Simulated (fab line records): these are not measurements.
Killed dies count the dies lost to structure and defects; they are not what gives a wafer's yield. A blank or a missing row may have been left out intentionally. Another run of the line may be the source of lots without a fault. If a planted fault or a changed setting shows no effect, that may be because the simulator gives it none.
fab line records / flow gf180mcu
[record] lots = 6 wafers = 17 lastDay = 34
route steps=602 shown MIM@517 M5@526
lots with no fault: from the same line, run without faults
startH: hours from the record's first day to the start of the lot's first wafer shown / waitH: hours from the lot's prior step to this one / " repeats the value in the row above / L1.1+2: a row that stands for several wafers / - no value, or no start was given / * or withheld: withheld / < > ~ a bound
route shown NAME@n: a module of which the file shows steps, and the number in the route of the first / usual: average and standard deviation across the fault-free wafers / same: alike in all rows / chamber/n: place in a boat / sites: each site's reading / _std_site: standard deviation across them / _edge_site: mean of outer sites minus mean of inner sites / radiusMm: how far each site lies from the wafer's centre / mask NAME#n: copy n / behind: tool/chamber where the wafer was last shaped / hold: the reason the lot was held/the length of the hold in hours/how it ended / device: the n, p or np transistor that did not switch / end of line: the tests these same wafers got at the end of their route / step lacking rows: just its recipe / killed: dies lost to structure and defects at the first sort, not the wafer's yield / map: a wafer's dies, marking killed ones x, the rest . and places with no die _
set.NAME: setting as actually run; set.NAME@STEP: the setting as run at that earlier step / model.NAME: the simulator's own value behind a step, which no gauge read
lots at some steps of the route; a table a step, a row a wafer
services: when a tool's chamber went out of use (startH, in hours from the record's first day, below 0 if earlier), for how many hours, and the reason
[[steps]]
[step GF_MIM_COAT_14]
[recipe] resist = NOVOLAK spinRpm = 3000 resistThkNm = 1000
[step GF_MIM_SOFTBAKE_15]
[recipe] tempC = 90 timeS = 60 resist = NOVOLAK
[step GF_MIM_EXPOSE_16]
[recipe] maskId = FuseTop targetCdNm = 2000 na = 0.6 sourceShape = conventional sigmaOuter = 0.6 doseMj = 140
[step GF_MIM_PEB_17]
[recipe] tempC = withheld timeS = * resist = NOVOLAK
[step GF_MIM_DEVELOP_18]
[recipe] developTimeS = 60 devTempC = 23
[step GF_MIM_METAL_ETCH_19]
[recipe] chemistry = Cl2/BCl3 maskMaterial = NOVOLAK stopOn = Si3N4 targetDepthNm = 324.5 pressureMtorr = 8 icpW = 800 biasW = 140 Cl2_flow_sccm = 80 bcl3FlowSccm = 40 timeS = 54.1
[usual] chamberPressureMTorr = 8.000/0.007 drypumpMotorCurrentA = 5.7/0.54 oesProductAu = 0.940/0.0066 throttleValvePct = 28.288/0.01
lot.wafer=L467.2 tool=rieMetal-01 chamber=0 startH=587.41 waitH=0.1 chamberPressureMTorr=8.001 drypumpMotorCurrentA=4.8 oesProductAu=0.928 rfHoursCounterH=8 throttleValvePct=28.306
lot.wafer=L467.3 tool=rieMetal-01 chamber=0 startH=587.41 waitH=0.1 chamberPressureMTorr=7.994 drypumpMotorCurrentA=4.9 oesProductAu=0.931 rfHoursCounterH=- throttleValvePct=28.298
lot.wafer=L467.5 tool=rieMetal-01 chamber=0 startH=587.41 waitH=0.1 chamberPressureMTorr=8.004 drypumpMotorCurrentA=4.9 oesProductAu=0.946 rfHoursCounterH=- throttleValvePct=28.276
lot.wafer=L476.2 tool=rieMetal-01 chamber=1 startH=662.72 waitH=0.1 chamberPressureMTorr=8.000 drypumpMotorCurrentA=6.0 oesProductAu=0.945 rfHoursCounterH=3 throttleValvePct=28.261
lot.wafer=L476.3 tool=rieMetal-01 chamber=1 startH=662.72 waitH=0.1 chamberPressureMTorr=7.995 drypumpMotorCurrentA=6.0 oesProductAu=0.952 rfHoursCounterH=- throttleValvePct=28.279
lot.wafer=L476.5 tool=rieMetal-01 chamber=0 startH=662.72 waitH=0.1 chamberPressureMTorr=8.006 drypumpMotorCurrentA=4.9 oesProductAu=0.935 rfHoursCounterH=- throttleValvePct=28.279
lot.wafer=L477.1 tool=rieMetal-03 chamber=1 startH=671.61 waitH=0.1 chamberPressureMTorr=8.008 drypumpMotorCurrentA=6.5 oesProductAu=0.935 rfHoursCounterH=11 throttleValvePct=28.287
lot.wafer=L477.3 tool=rieMetal-03 chamber=1 startH=671.61 waitH=0.1 chamberPressureMTorr=7.991 drypumpMotorCurrentA=6.5 oesProductAu=0.937 rfHoursCounterH=- throttleValvePct=28.279
lot.wafer=L477.4 tool=rieMetal-03 chamber=0 startH=671.61 waitH=0.1 chamberPressureMTorr=8.003 drypumpMotorCurrentA=5.3 oesProductAu=0.937 rfHoursCounterH=- throttleValvePct=28.302
lot.wafer=L478.1 tool=rieMetal-01 chamber=1 startH=676.81 waitH=0.1 chamberPressureMTorr=8.000 drypumpMotorCurrentA=6.0 oesProductAu=0.924 rfHoursCounterH=3 throttleValvePct=28.297
lot.wafer=L478.3 tool=rieMetal-01 chamber=1 startH=676.81 waitH=0.1 chamberPressureMTorr=8.005 drypumpMotorCurrentA=6.0 oesProductAu=0.928 rfHoursCounterH=- throttleValvePct=28.286
lot.wafer=L478.5 tool=rieMetal-01 chamber=1 startH=676.81 waitH=0.1 chamberPressureMTorr=7.991 drypumpMotorCurrentA=6.0 oesProductAu=0.933 rfHoursCounterH=- throttleValvePct=28.304
lot.wafer=L482.2 tool=rieMetal-02 chamber=0 startH=700.06 waitH=0.1 chamberPressureMTorr=7.995 drypumpMotorCurrentA=6.0 oesProductAu=0.944 rfHoursCounterH=5 throttleValvePct=28.286
lot.wafer=L482.4 tool=rieMetal-02 chamber=1 startH=700.06 waitH=0.1 chamberPressureMTorr=7.999 drypumpMotorCurrentA=5.5 oesProductAu=0.941 rfHoursCounterH=- throttleValvePct=28.292
lot.wafer=L486.4 tool=rieMetal-01 chamber=1 startH=736.95 waitH=0.1 chamberPressureMTorr=7.996 drypumpMotorCurrentA=6.0 oesProductAu=0.943 rfHoursCounterH=- throttleValvePct=28.290
lot.wafer=L486.5 tool=rieMetal-01 chamber=1 startH=736.95 waitH=0.1 chamberPressureMTorr=7.993 drypumpMotorCurrentA=6.0 oesProductAu=0.943 rfHoursCounterH=- throttleValvePct=28.285
lot.wafer=L486.6 tool=rieMetal-01 chamber=1 startH=736.95 waitH=0.1 chamberPressureMTorr=7.998 drypumpMotorCurrentA=6.0 oesProductAu=0.936 rfHoursCounterH=- throttleValvePct=28.283
[step GF_MIM_STRIP_20]
[recipe] chemistry = O2/N2 powerW = 1400 pressureMtorr = 1500 platenTempC = 250 o2FlowSccm = 3000 n2FlowSccm = 300 overashFraction = 0.5
[usual] chamberPressureMTorr = 1500.0/1.3 drypumpMotorCurrentA = 5.62/0.24 heaterPowerW = 355/24 oesProductAu = 0.690/0.0049 stripTimeToEndpointS = 11.20/0.044
lot.wafer=L467.2 tool=plasmaAsher-01 chamber=0 startH=587.48 waitH=0.0 chamberPressureMTorr=1498.9 drypumpMotorCurrentA=5.89 heaterPowerW=393 oesProductAu=0.689 rfHoursCounterH=98 stripTimeToEndpointS=11.19
lot.wafer=L467.3 tool=plasmaAsher-01 chamber=0 startH=587.48 waitH=0.0 chamberPressureMTorr=1501.5 drypumpMotorCurrentA=5.87 heaterPowerW=393 oesProductAu=0.693 rfHoursCounterH=- stripTimeToEndpointS=11.19
lot.wafer=L467.5 tool=plasmaAsher-01 chamber=1 startH=587.48 waitH=0.0 chamberPressureMTorr=1500.4 drypumpMotorCurrentA=5.52 heaterPowerW=373 oesProductAu=0.700 rfHoursCounterH=- stripTimeToEndpointS=11.22
lot.wafer=L476.2 tool=plasmaAsher-03 chamber=1 startH=662.79 waitH=0.0 chamberPressureMTorr=1499.9 drypumpMotorCurrentA=5.27 heaterPowerW=324 oesProductAu=0.691 rfHoursCounterH=88 stripTimeToEndpointS=11.28
lot.wafer=L476.3 tool=plasmaAsher-03 chamber=1 startH=662.79 waitH=0.0 chamberPressureMTorr=1499.0 drypumpMotorCurrentA=5.26 heaterPowerW=324 oesProductAu=0.696 rfHoursCounterH=- stripTimeToEndpointS=11.23
lot.wafer=L476.5 tool=plasmaAsher-03 chamber=0 startH=662.79 waitH=0.0 chamberPressureMTorr=1502.0 drypumpMotorCurrentA=5.85 heaterPowerW=345 oesProductAu=0.695 rfHoursCounterH=- stripTimeToEndpointS=11.31
lot.wafer=L477.1 tool=plasmaAsher-01 chamber=0 startH=671.68 waitH=0.0 chamberPressureMTorr=1497.0 drypumpMotorCurrentA=5.86 heaterPowerW=385 oesProductAu=0.689 rfHoursCounterH=111 stripTimeToEndpointS=11.25
lot.wafer=L477.3 tool=plasmaAsher-01 chamber=0 startH=671.68 waitH=0.0 chamberPressureMTorr=1500.0 drypumpMotorCurrentA=5.86 heaterPowerW=378 oesProductAu=0.691 rfHoursCounterH=- stripTimeToEndpointS=11.26
lot.wafer=L477.4 tool=plasmaAsher-01 chamber=1 startH=671.68 waitH=0.0 chamberPressureMTorr=1499.5 drypumpMotorCurrentA=5.52 heaterPowerW=371 oesProductAu=0.697 rfHoursCounterH=- stripTimeToEndpointS=11.22
lot.wafer=L478.1 tool=plasmaAsher-04 chamber=1 startH=676.88 waitH=0.0 chamberPressureMTorr=1498.6 drypumpMotorCurrentA=5.78 heaterPowerW=348 oesProductAu=0.694 rfHoursCounterH=19 stripTimeToEndpointS=11.18
lot.wafer=L478.3 tool=plasmaAsher-04 chamber=1 startH=676.88 waitH=0.0 chamberPressureMTorr=1500.1 drypumpMotorCurrentA=5.78 heaterPowerW=338 oesProductAu=0.698 rfHoursCounterH=- stripTimeToEndpointS=11.18
lot.wafer=L478.5 tool=plasmaAsher-04 chamber=1 startH=676.88 waitH=0.0 chamberPressureMTorr=1499.0 drypumpMotorCurrentA=5.76 heaterPowerW=343 oesProductAu=0.694 rfHoursCounterH=- stripTimeToEndpointS=11.21
lot.wafer=L482.2 tool=plasmaAsher-04 chamber=1 startH=700.13 waitH=0.0 chamberPressureMTorr=1499.4 drypumpMotorCurrentA=5.77 heaterPowerW=342 oesProductAu=0.690 rfHoursCounterH=21 stripTimeToEndpointS=11.13
lot.wafer=L482.4 tool=plasmaAsher-04 chamber=0 startH=700.13 waitH=0.0 chamberPressureMTorr=1496.9 drypumpMotorCurrentA=5.36 heaterPowerW=321 oesProductAu=0.687 rfHoursCounterH=- stripTimeToEndpointS=11.17
lot.wafer=L486.4 tool=plasmaAsher-04 chamber=1 startH=737.06 waitH=0.1 chamberPressureMTorr=1499.1 drypumpMotorCurrentA=5.76 heaterPowerW=337 oesProductAu=0.696 rfHoursCounterH=- stripTimeToEndpointS=11.21
lot.wafer=L486.5 tool=plasmaAsher-04 chamber=0 startH=737.06 waitH=0.1 chamberPressureMTorr=1501.2 drypumpMotorCurrentA=5.32 heaterPowerW=328 oesProductAu=0.687 rfHoursCounterH=- stripTimeToEndpointS=11.25
lot.wafer=L486.6 tool=plasmaAsher-04 chamber=1 startH=737.06 waitH=0.1 chamberPressureMTorr=1501.6 drypumpMotorCurrentA=5.75 heaterPowerW=344 oesProductAu=0.697 rfHoursCounterH=- stripTimeToEndpointS=11.23
[step GF_MIM_STRIP_21]
[recipe] chemistry = postEtchResidueRemover timeS = 1200 tempC = 72.5
[step GF_MIM_CLEAN_22]
[recipe] chemistry = DIW dry = n2Spin
[step GF_M5_DEHYDRATE_00]
[recipe] tempC = 200 timeS = 60
[step GF_M5_HMDS_01]
[recipe] primeTimeS = 60 primeTempC = 120
[step GF_M5_COAT_02]
[recipe] resist = KrF spinRpm = withheld resistThkNm = 1000
[step GF_M5_SOFTBAKE_03]
[recipe] tempC = 130 timeS = 60 resist = KrF
[usual] heaterPowerTotalW = 93.04/0.059 runLengthS = 89.16/0.18
lot.wafer=L467.2 tool=lithoTrack-03 chamber=0 startH=598.55 waitH=0.1 heaterPowerTotalW=93.05 runLengthS=89.11
lot.wafer=L467.3 tool=lithoTrack-03 chamber=0 startH=598.55 waitH=0.1 heaterPowerTotalW=93.02 runLengthS=89.08
lot.wafer=L467.5 tool=lithoTrack-03 chamber=0 startH=598.55 waitH=0.1 heaterPowerTotalW=93.03 runLengthS=89.18
lot.wafer=L476.2 tool=lithoTrack-03 chamber=0 startH=672.65 waitH=0.1 heaterPowerTotalW=92.96 runLengthS=88.90
lot.wafer=L476.3 tool=lithoTrack-03 chamber=0 startH=672.65 waitH=0.1 heaterPowerTotalW=93.06 runLengthS=89.11
lot.wafer=L476.5 tool=lithoTrack-03 chamber=0 startH=672.65 waitH=0.1 heaterPowerTotalW=93.17 runLengthS=89.03
lot.wafer=L477.1 tool=lithoTrack-03 chamber=0 startH=681.32 waitH=0.1 heaterPowerTotalW=93.17 runLengthS=88.92
lot.wafer=L477.3 tool=lithoTrack-03 chamber=0 startH=681.32 waitH=0.1 heaterPowerTotalW=93.02 runLengthS=89.03
lot.wafer=L477.4 tool=lithoTrack-03 chamber=0 startH=681.32 waitH=0.1 heaterPowerTotalW=95.45 runLengthS=84.82
lot.wafer=L478.1 tool=lithoTrack-04 chamber=0 startH=686.60 waitH=0.1 heaterPowerTotalW=93.11 runLengthS=88.96
lot.wafer=L478.3 tool=lithoTrack-04 chamber=0 startH=686.60 waitH=0.1 heaterPowerTotalW=92.99 runLengthS=89.03
lot.wafer=L478.5 tool=lithoTrack-04 chamber=0 startH=686.60 waitH=0.1 heaterPowerTotalW=92.96 runLengthS=89.10
lot.wafer=L482.2 tool=lithoTrack-03 chamber=0 startH=709.70 waitH=0.1 heaterPowerTotalW=93.05 runLengthS=89.03
lot.wafer=L482.4 tool=lithoTrack-03 chamber=0 startH=709.70 waitH=0.1 heaterPowerTotalW=95.39 runLengthS=84.69
lot.wafer=L486.4 tool=lithoTrack-01 chamber=0 startH=746.31 waitH=0.1 heaterPowerTotalW=93.06 runLengthS=89.37
lot.wafer=L486.5 tool=lithoTrack-01 chamber=0 startH=746.31 waitH=0.1 heaterPowerTotalW=93.08 runLengthS=89.37
lot.wafer=L486.6 tool=lithoTrack-01 chamber=0 startH=746.31 waitH=0.1 heaterPowerTotalW=93.07 runLengthS=89.62
[step GF_M5_EXPOSE_04]
[recipe] maskId = Metal5 targetCdNm = 280 na = 0.68 sourceShape = conventional sigmaOuter = 0.6 doseMj = 28
[[services]]
tool=plasmaAsher-04 chamber=- startH=582.89 hours=2.8 kind=pm
tool=plasmaAsher-04 chamber=- startH=594.31 hours=2.4 kind=repair
tool=plasmaAsher-04 chamber=- startH=603.09 hours=54.8 kind=repair
tool=plasmaAsher-03 chamber=- startH=616.49 hours=0.5 kind=repair
tool=plasmaAsher-01 chamber=- startH=631.86 hours=0.5 kind=repair
tool=rieMetal-03 chamber=1 startH=636.88 hours=6.1 kind=repair
tool=rieMetal-01 chamber=- startH=644.03 hours=6.1 kind=repair
tool=rieMetal-01 chamber=0 startH=715.72 hours=- kind=clean
tool=rieMetal-01 chamber=0 startH=715.72 hours=21.7 kind=scheduledDown
tool=rieMetal-01 chamber=0 startH=715.72 hours=21.7 kind=ventCycle
tool=rieMetal-03 chamber=1 startH=720.21 hours=- kind=clean
tool=rieMetal-03 chamber=1 startH=720.21 hours=16.0 kind=scheduledDown
tool=rieMetal-03 chamber=1 startH=720.21 hours=16.0 kind=ventCycle
tool=rieMetal-03 chamber=- startH=727.01 hours=0.4 kind=repair
tool=plasmaAsher-01 chamber=- startH=733.75 hours=9.0 kind=pm
tool=plasmaAsher-01 chamber=0 startH=733.75 hours=9.0 kind=ventCycle
tool=plasmaAsher-01 chamber=1 startH=733.75 hours=9.0 kind=ventCycle
tool=rieMetal-02 chamber=- startH=736.71 hours=2.8 kind=pm
tool=plasmaAsher-01 chamber=0 startH=742.75 hours=- kind=clean
tool=plasmaAsher-01 chamber=1 startH=742.75 hours=- kind=clean
[[key]]
[firstSign] step = GF_M5_SOFTBAKE_03 reading = heaterPowerTotalW direction = up sigmas = 40 usual = 93.04 struck = 95.42
[effect] step = GF_M5_SOFTBAKE_03 reading = runLengthS direction = down sigmas = 25 usual = * struck = *
metAt GF_M5_SOFTBAKE_03
struckWafers L477.4,L482.4
sortLeftOut L482.4
onsetBetween 672.65 681.32
[fault] kind = processParameterDrift tool = lithoTrack-03 chamber = - onsetH = 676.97 steps = GF_M5_SOFTBAKE_03 channel = timeS offset = * shape = step endH = 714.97 scope = struckWafersOnly actsIn = * stated = *
// sortLeftOut: the simulated sort isn't trusted on such a fault, so these wafers' sort isn't shown, and their yield isn't known
